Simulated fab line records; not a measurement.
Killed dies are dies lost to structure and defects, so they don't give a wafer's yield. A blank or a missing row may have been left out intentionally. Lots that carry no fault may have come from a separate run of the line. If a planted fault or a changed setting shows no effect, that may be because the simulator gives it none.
fab line records + flow sky130
record
- lots=13
- wafers=39
- lastDay=50
route steps=708 shown LDD_HVP@286 CONTACT@423 METAL1@438 METAL2@499
lots untouched by any fault: they come from a run of this same line in which no faults occurred
startH: hours from the record's opening day to when the first of the lot's shown wafers began + waitH: hours from the lot's prior step to this one + " identical to the entry in the row above + L1.1+2: several wafers, shown together as one row + - no value present, or no start provided + * or withheld: withheld + < > ~ a bound
route shown NAME@n: NAME is a module with steps in the file, n the number in the route of the first one + usual: average and standard deviation across the fault-free wafers + same: alike in all rows + chamber/n: place in a boat + sites: readings site by site + _std_site: how widely they spread, as a standard deviation + _edge_site: outer sites' mean less inner sites' + radiusMm: for every site, how far away it sits from the centre of the wafer + mask NAME#n: copy n + behind: the tool/chamber that last shaped the wafer + hold: why the lot went on hold/how many hours it stayed there/how the hold came to an end + device: the n, p or np transistor that did not switch + end of line: tests run on the same wafers once the route is complete + for a step that has no rows: nothing shown but its recipe + killed: count of dies lost to structure and defects at first sort (not the wafer's yield) + map: the dies of a wafer, with x for killed, . for not killed, _ for no die there
set.NAME: setting as actually run; set.NAME@STEP: the setting as run at that earlier step + model.NAME: the simulator's own value behind a step, which no gauge read
steps of the route over a sample of lots; a table a step, a row a wafer
services: the hour from which a tool's chamber was out of use, counted from the record's first day as startH (under 0 if before that day), plus the number of hours and why
## steps
# step SKY_LDD_HVP_IMPLANT_08
# recipe
- species=B
- energyKev=20
- doseCm2=1.7e+13
- tiltDeg=17.9
# usual
- beamEnergyKeV=20.000/0.0064
- tiltDeg=17.899/0.022
| lot.wafer | tool         | chamber | startH | waitH | beamEnergyKeV | tiltDeg |
|-----------|--------------|---------|--------|-------|---------------|---------|
| L814.3    | implanter-02 | 0       | 522.10 | 0.1   | 19.993        | 17.881  |
| L814.4    | "            | 0       | "      | "     | 20.002        | 17.883  |
| L814.6    | "            | 0       | "      | "     | 20.007        | 17.897  |
| L815.1    | implanter-02 | 0       | 523.11 | 0.0   | 19.988        | 17.916  |
| L815.3    | "            | 0       | "      | "     | 19.989        | 17.902  |
| L815.4    | "            | 0       | "      | "     | 19.994        | 17.905  |
| L817.4    | implanter-01 | 0       | 523.87 | 0.1   | 19.996        | 17.903  |
| L817.5    | "            | 0       | "      | "     | 19.995        | 17.901  |
| L817.6    | "            | 0       | "      | "     | 20.000        | 17.905  |
| L816.4    | implanter-01 | 0       | 524.98 | 0.1   | 19.995        | 17.928  |
| L816.5    | "            | 0       | "      | "     | 20.011        | 17.898  |
| L816.6    | "            | 0       | "      | "     | 20.000        | 17.913  |
| L820.1    | implanter-01 | 0       | 574.56 | 0.0   | 19.996        | 17.896  |
| L820.2    | "            | 0       | "      | "     | 19.995        | 17.872  |
| L820.4    | "            | 0       | "      | "     | 20.005        | 17.880  |
| L822.1    | implanter-02 | 0       | 577.41 | 0.0   | 19.999        | 17.835  |
| L822.4    | "            | 0       | "      | "     | 19.992        | 17.840  |
| L822.6    | "            | 0       | "      | "     | 19.986        | 17.856  |
| L825.1    | implanter-01 | 0       | 592.25 | 0.0   | 20.006        | 17.931  |
| L825.2    | "            | 0       | "      | "     | 20.006        | 17.886  |
| L825.3    | "            | 0       | "      | "     | 19.996        | 17.911  |
| L829.2    | implanter-02 | 0       | 620.98 | 0.0   | 20.002        | 0.041   |
| L829.3    | "            | 0       | "      | "     | 19.999        | 0.022   |
| L829.4    | "            | 0       | "      | "     | 20.005        | 0.040   |
| L831.1    | implanter-02 | 0       | 642.96 | 0.0   | 20.002        | -0.014  |
| L831.4    | "            | 0       | "      | "     | 20.004        | 0.007   |
| L831.5    | "            | 0       | "      | "     | 20.009        | 0.015   |
| L832.1    | implanter-02 | 0       | 647.05 | 0.0   | 19.994        | 0.006   |
| L832.2    | "            | 0       | "      | "     | 19.988        | 0.019   |
| L832.5    | "            | 0       | "      | "     | 20.002        | -0.008  |
| L833.1    | implanter-01 | 0       | 663.65 | 0.0   | 20.007        | 17.914  |
| L833.2    | "            | 0       | "      | "     | 20.007        | 17.879  |
| L833.6    | "            | 0       | "      | "     | 20.012        | 17.893  |
| L835.1    | implanter-04 | 0       | 678.66 | 0.0   | 20.000        | 17.907  |
| L835.4    | "            | 0       | "      | "     | 19.990        | 17.917  |
| L835.6    | "            | 0       | "      | "     | 19.985        | 17.873  |
| L836.1    | implanter-04 | 0       | 685.45 | 0.0   | 20.000        | 17.917  |
| L836.3    | "            | 0       | "      | "     | 19.994        | 17.923  |
| L836.6    | "            | 0       | "      | "     | 20.002        | 17.897  |
# step SKY_LDD_HVP_TW_MEAS_10
# usual
- LDD_HVP_TW=456/3.8
| lot.wafer | tool         | chamber | startH | waitH | LDD_HVP_TW |
|-----------|--------------|---------|--------|-------|------------|
| L814.3    | filmMetro-01 | -       | 522.32 | 0.1   | 460        |
| L814.4    | "            | -       | "      | "     | 458        |
| L814.6    | "            | -       | "      | "     | 458        |
| L815.1    | filmMetro-02 | -       | 523.36 | 0.1   | 453        |
| L815.3    | "            | -       | "      | "     | 452        |
| L815.4    | "            | -       | "      | "     | 452        |
| L817.4    | filmMetro-01 | -       | 524.08 | 0.1   | 458        |
| L817.5    | "            | -       | "      | "     | 457        |
| L817.6    | "            | -       | "      | "     | 456        |
| L816.4    | filmMetro-01 | -       | 525.18 | 0.1   | 459        |
| L816.5    | "            | -       | "      | "     | 459        |
| L816.6    | "            | -       | "      | "     | 458        |
| L820.1    | filmMetro-01 | -       | 574.81 | 0.1   | 452        |
| L820.2    | "            | -       | "      | "     | 453        |
| L820.4    | "            | -       | "      | "     | 454        |
| L822.1    | filmMetro-02 | -       | 577.66 | 0.1   | 453        |
| L822.4    | "            | -       | "      | "     | 454        |
| L822.6    | "            | -       | "      | "     | 452        |
| L825.1    | filmMetro-03 | -       | 592.50 | 0.1   | 459        |
| L825.2    | "            | -       | "      | "     | 459        |
| L825.3    | "            | -       | "      | "     | 462        |
| L829.2    | filmMetro-02 | -       | 621.21 | 0.1   | 404        |
| L829.3    | "            | -       | "      | "     | 401        |
| L829.4    | "            | -       | "      | "     | 404        |
| L831.1    | filmMetro-01 | -       | 643.21 | 0.1   | 412        |
| L831.4    | "            | -       | "      | "     | 414        |
| L831.5    | "            | -       | "      | "     | 414        |
| L832.1    | filmMetro-02 | -       | 647.30 | 0.1   | 405        |
| L832.2    | "            | -       | "      | "     | 408        |
| L832.5    | "            | -       | "      | "     | 405        |
| L833.1    | filmMetro-02 | -       | 663.90 | 0.1   | 454        |
| L833.2    | "            | -       | "      | "     | 454        |
| L833.6    | "            | -       | "      | "     | 454        |
| L835.1    | filmMetro-01 | -       | 678.91 | 0.1   | 457        |
| L835.4    | "            | -       | "      | "     | 460        |
| L835.6    | "            | -       | "      | "     | 456        |
| L836.1    | filmMetro-03 | -       | 685.70 | 0.1   | 456        |
| L836.3    | "            | -       | "      | "     | 460        |
| L836.6    | "            | -       | "      | "     | 460        |
# step SKY_CONTACT_ETCH_17
# recipe
- target=SiO2
- chemistry=C4F8/O2/Ar
- stopOn=Si3N4
- maskMaterial=KrF-thick
- sourceW=1500
- biasW=1200
- pressureMtorr=40
- c4f8FlowSccm=withheld
- O2_flow_sccm=6
- Ar_flow_sccm=300
- timeS=withheld
- targetDepthA=3400
# usual
- oesProductAu=0.891/0.0047
| lot.wafer | tool       | chamber | startH | waitH | oesProductAu |
|-----------|------------|---------|--------|-------|--------------|
| L814.3    | rieDiel-01 | 2       | 758.77 | 0.0   | 0.898        |
| L814.4    | "          | 0       | "      | "     | 0.892        |
| L814.6    | "          | 1       | "      | "     | 0.893        |
| L815.1    | rieDiel-02 | 0       | 760.46 | 0.0   | 0.892        |
| L815.3    | "          | 2       | "      | "     | 0.895        |
| L815.4    | "          | 1       | "      | "     | 0.897        |
| L817.4    | rieDiel-01 | 1       | 762.52 | 0.0   | 0.894        |
| L817.5    | "          | 2       | "      | "     | 0.891        |
| L817.6    | "          | 1       | "      | "     | 0.885        |
| L816.4    | rieDiel-04 | 3       | 762.71 | 0.0   | 0.890        |
| L816.5    | "          | 2       | "      | "     | 0.893        |
| L816.6    | "          | 1       | "      | "     | 0.893        |
| L820.1    | rieDiel-04 | 0       | 810.61 | 0.0   | 0.888        |
| L820.2    | "          | 2       | "      | "     | 0.896        |
| L820.4    | "          | 3       | "      | "     | 0.902        |
| L822.1    | rieDiel-04 | 3       | 811.91 | 0.0   | 0.896        |
| L822.4    | "          | 0       | "      | "     | 0.883        |
| L822.6    | "          | 0       | "      | "     | 0.885        |
| L825.1    | rieDiel-04 | 2       | 822.11 | 0.0   | 0.891        |
| L825.2    | "          | 1       | "      | "     | 0.893        |
| L825.3    | "          | 0       | "      | "     | 0.895        |
| L829.2    | rieDiel-01 | 3       | 849.42 | 0.0   | 0.891        |
| L829.3    | "          | 1       | "      | "     | 0.889        |
| L829.4    | "          | 0       | "      | "     | 0.885        |
| L831.1    | rieDiel-02 | 0       | 868.37 | 0.0   | 0.893        |
| L831.4    | "          | 2       | "      | "     | 0.887        |
| L831.5    | "          | 0       | "      | "     | 0.896        |
| L832.1    | rieDiel-01 | 3       | 871.97 | 0.0   | 0.890        |
| L832.2    | "          | 0       | "      | "     | 0.892        |
| L832.5    | "          | 0       | "      | "     | 0.895        |
| L833.1    | rieDiel-01 | 3       | 888.52 | 0.0   | 0.894        |
| L833.2    | "          | 0       | "      | "     | 0.891        |
| L833.6    | "          | 0       | "      | "     | 0.889        |
| L835.1    | rieDiel-01 | 2       | 900.41 | 0.0   | 0.888        |
| L835.4    | "          | 1       | "      | "     | 0.898        |
| L835.6    | "          | 2       | "      | "     | 0.892        |
| L836.1    | rieDiel-01 | 2       | 905.11 | 0.0   | 0.891        |
| L836.3    | "          | 1       | "      | "     | 0.891        |
| L836.6    | "          | 0       | "      | "     | 0.896        |
# step SKY_METAL1_SPUTTER_04
# recipe
- material=TiN
- targetThkNm=70
- powerW=6500
- timeS=58.3
- chamberPressurePa=0.4
# usual
- throttleValvePct=30.4/0.84
| lot.wafer | tool          | chamber | startH | waitH | throttleValvePct |
|-----------|---------------|---------|--------|-------|------------------|
| L814.3    | pvdSputter-03 | -       | 760.20 | 0.0   | 30.7             |
| L814.4    | "             | -       | "      | "     | 29.9             |
| L814.6    | "             | -       | "      | "     | 30.8             |
| L815.1    | pvdSputter-04 | -       | 761.90 | 0.0   | 28.9             |
| L815.3    | "             | -       | "      | "     | 31.2             |
| L815.4    | "             | -       | "      | "     | 30.2             |
| L817.4    | pvdSputter-01 | -       | 763.99 | 0.0   | 29.1             |
| L817.5    | "             | -       | "      | "     | 29.4             |
| L817.6    | "             | -       | "      | "     | 31.6             |
| L816.4    | pvdSputter-03 | -       | 764.14 | 0.0   | 30.6             |
| L816.5    | "             | -       | "      | "     | 29.9             |
| L816.6    | "             | -       | "      | "     | 30.8             |
| L820.1    | pvdSputter-01 | -       | 812.09 | 0.0   | 29.3             |
| L820.2    | "             | -       | "      | "     | 29.8             |
| L820.4    | "             | -       | "      | "     | 31.5             |
| L822.1    | pvdSputter-01 | -       | 813.34 | 0.0   | 31.5             |
| L822.4    | "             | -       | "      | "     | 29.5             |
| L822.6    | "             | -       | "      | "     | 29.6             |
| L825.1    | pvdSputter-01 | -       | 823.59 | 0.0   | 31.8             |
| L825.2    | "             | -       | "      | "     | 29.4             |
| L825.3    | "             | -       | "      | "     | 31.3             |
| L829.2    | pvdSputter-01 | -       | 850.84 | 0.0   | 29.3             |
| L829.3    | "             | -       | "      | "     | 31.3             |
| L829.4    | "             | -       | "      | "     | 31.4             |
| L831.1    | pvdSputter-01 | -       | 869.79 | 0.0   | 29.5             |
| L831.4    | "             | -       | "      | "     | 31.4             |
| L831.5    | "             | -       | "      | "     | 31.9             |
| L832.1    | pvdSputter-03 | -       | 873.40 | 0.0   | 30.4             |
| L832.2    | "             | -       | "      | "     | 29.4             |
| L832.5    | "             | -       | "      | "     | 30.6             |
| L833.1    | pvdSputter-03 | -       | 889.96 | 0.0   | 30.4             |
| L833.2    | "             | -       | "      | "     | 29.7             |
| L833.6    | "             | -       | "      | "     | 31.0             |
| L835.1    | pvdSputter-04 | -       | 901.84 | 0.0   | 31.0             |
| L835.4    | "             | -       | "      | "     | 30.1             |
| L835.6    | "             | -       | "      | "     | 31.3             |
| L836.1    | pvdSputter-04 | -       | 906.57 | 0.0   | 29.8             |
| L836.3    | "             | -       | "      | "     | 31.3             |
| L836.6    | "             | -       | "      | "     | 31.1             |
# step SKY_METAL2_OVL_MEAS_16
# usual
- METAL2_OVL=0/7
| lot.wafer | tool       | chamber | startH | waitH | METAL2_OVL[nm] |
|-----------|------------|---------|--------|-------|----------------|
| L814.3    | overlay-02 | -       | 844.19 | 0.1   | -13            |
| L814.4    | "          | -       | "      | "     | -19            |
| L814.6    | "          | -       | "      | "     | -17            |
| L815.1    | overlay-01 | -       | 846.52 | 0.1   | 8              |
| L815.3    | "          | -       | "      | "     | 9              |
| L815.4    | "          | -       | "      | "     | 8              |
| L817.4    | overlay-02 | -       | 847.19 | 0.1   | 1              |
| L817.5    | "          | -       | "      | "     | 9              |
| L817.6    | "          | -       | "      | "     | -1             |
| L816.4    | overlay-02 | -       | 848.14 | 0.1   | -10            |
| L816.5    | "          | -       | "      | "     | 7              |
| L816.6    | "          | -       | "      | "     | -7             |
| L820.1    | overlay-02 | -       | 892.77 | 0.1   | 5              |
| L820.2    | "          | -       | "      | "     | -1             |
| L820.4    | "          | -       | "      | "     | -1             |
| L822.1    | overlay-02 | -       | 894.87 | 0.1   | 0              |
| L822.4    | "          | -       | "      | "     | 9              |
| L822.6    | "          | -       | "      | "     | 2              |
| L825.1    | overlay-01 | -       | 905.54 | 0.1   | 7              |
| L825.2    | "          | -       | "      | "     | -1             |
| L825.3    | "          | -       | "      | "     | 4              |
| L829.2    | overlay-01 | -       | 929.90 | 0.1   | -5             |
| L829.3    | "          | -       | "      | "     | -5             |
| L829.4    | "          | -       | "      | "     | 2              |
| L831.1    | overlay-01 | -       | 947.59 | 0.1   | 3              |
| L831.4    | "          | -       | "      | "     | 9              |
| L831.5    | "          | -       | "      | "     | 3              |
| L832.1    | overlay-02 | -       | 951.39 | 0.1   | -4             |
| L832.2    | "          | -       | "      | "     | 2              |
| L832.5    | "          | -       | "      | "     | 1              |
| L833.1    | overlay-02 | -       | 966.89 | 0.1   | -1             |
| L833.2    | "          | -       | "      | "     | 3              |
| L833.6    | "          | -       | "      | "     | -5             |
| L835.1    | overlay-02 | -       | 978.99 | 0.1   | 5              |
| L835.4    | "          | -       | "      | "     | -3             |
| L835.6    | "          | -       | "      | "     | -4             |
| L836.1    | overlay-02 | -       | 982.74 | 0.1   | 9              |
| L836.3    | "          | -       | "      | "     | 6              |
| L836.6    | "          | -       | "      | "     | 20             |
## services
| tool          | chamber | startH | hours | kind   |
|---------------|---------|--------|-------|--------|
| pvdSputter-01 | -       | 536.94 | 1.7   | repair |
| implanter-01  | -       | 550.23 | 7.0   | pm     |
| implanter-02  | -       | 562.60 | 0.7   | repair |
| rieDiel-04    | 3       | 623.78 | 6.0   | repair |
| implanter-02  | -       | 647.66 | 1.4   | repair |
| rieDiel-01    | 0       | 668.23 | 1.8   | repair |
| rieDiel-04    | 3       | 674.31 | 8.3   | repair |
| rieDiel-04    | 2       | 683.51 | 7.9   | repair |
| pvdSputter-03 | -       | 694.76 | 1.7   | repair |
| implanter-01  | -       | 725.93 | 1.3   | repair |
| pvdSputter-01 | -       | 739.91 | 3.9   | repair |
| implanter-01  | -       | 752.06 | 4.9   | pm     |
| implanter-01  | -       | 765.09 | 3.1   | repair |
| implanter-02  | -       | 773.74 | 3.5   | pm     |
| rieDiel-01    | 2       | 776.14 | 6.9   | repair |
| rieDiel-01    | 2       | 799.37 | 4.4   | repair |
| implanter-01  | -       | 812.27 | 5.5   | pm     |
| pvdSputter-01 | -       | 813.67 | 4.6   | repair |
| implanter-01  | -       | 825.45 | 3.0   | repair |
| implanter-01  | -       | 831.01 | 0.7   | repair |
| implanter-02  | -       | 849.05 | 39.1  | repair |
| rieDiel-01    | 2       | 856.82 | 5.7   | repair |
| implanter-01  | -       | 874.39 | 4.7   | pm     |
| implanter-02  | -       | 888.11 | 3.2   | pm     |
## key
firstSign
- step=SKY_LDD_HVP_IMPLANT_08
- reading=tiltDeg
- direction=down
- sigmas=99+
- usual=*
- struck=*
effect
- step=SKY_LDD_HVP_TW_MEAS_10
- reading=LDD_HVP_TW
- direction=down
- sigmas=13
- usual=456
- struck=407
metAt SKY_LDD_HVP_IMPLANT_08
struckLots L829,L831,L832
testerLeftOut L829,L831,L832
notActingAt SKY_CONTACT_ETCH_17,SKY_METAL1_SPUTTER_04,SKY_METAL2_OVL_MEAS_16
onsetBetween 577.41 620.98
fault
- kind=processParameterDrift
- tool=implanter-02
- chamber=-
- onsetH=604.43
- steps=SKY_LDD_HVP_IMPLANT_08
- channel=tiltDeg
- offset=*
- shape=step
- endH=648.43
- actsIn=*
- stated=*
# testerLeftOut: of these lots the tester's yield and bins aren't shown, on N5 and GAA mostly nor the transistor test; their killed dies are dies lost to structure and defects alone, not to doping, threshold or leakage, so they don't give the yield
